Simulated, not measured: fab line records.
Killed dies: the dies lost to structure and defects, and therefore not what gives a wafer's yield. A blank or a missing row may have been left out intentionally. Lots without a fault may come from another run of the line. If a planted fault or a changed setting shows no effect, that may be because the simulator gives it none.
Chamber matching	flow gf180mcu	pecvd-01 running GF_MIM_CVD_05: 3 sister chambers
The step deposits Si3N4, target thk 42 nm, time 29.086 s. 3 wafers are shown with their chamber, then 12 later ones without.

WAFERS PAIRED WITH THEIR CHAMBERS
wafer	chamber	heaterPowerW (W)
L089.3	2	743
L089.5	0	693
L089.6	1	683

WAFERS WITHOUT THEIR CHAMBER
wafer	heaterPowerW (W)
L094.2	666
L094.4	762
L094.6	653
L095.2	732
L095.3	723
L095.4	596
L097.1	770
L097.2	616
L097.3	756
L097.4	627
L097.5	744
L097.6	756

THE CHAMBER EACH PASSED THROUGH
wafer	from the rows above	in truth
L094.2	can't be placed: 1 or 0 or 2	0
L094.4	can't be placed: 2 or 0 or 1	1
L094.6	can't be placed: 1 or 0 or 2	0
L095.2	can't be placed: 2 or 0 or 1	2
L095.3	can't be placed: 2 or 0 or 1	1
L095.4	can't be placed: 1 or 0 or 2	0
L097.1	can't be placed: 2 or 0 or 1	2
L097.2	can't be placed: 1 or 0 or 2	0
L097.3	can't be placed: 2 or 0 or 1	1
L097.4	can't be placed: 1 or 0 or 2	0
L097.5	can't be placed: 2 or 0 or 1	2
L097.6	can't be placed: 2 or 0 or 1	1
Correctly placed: 0 of 12. Cannot be placed on the basis of these rows: 12; the candidates contain the true chamber in 12. Wrongly placed: 0.
How it was worked out, from the rows above alone: a wafer's distance from a chamber is the root of the sum, over the readings, of the square of ((its reading less the chamber's mean) divided by the reading's scatter). The wafer belongs to the nearest chamber; if the next one is less than 2 further off, it can't be placed. The mean given for a chamber averages the wafers shown for that chamber. The scatter: root of mean squared gap, hidden wafer to nearest shown wafer, with one shown wafer a chamber.
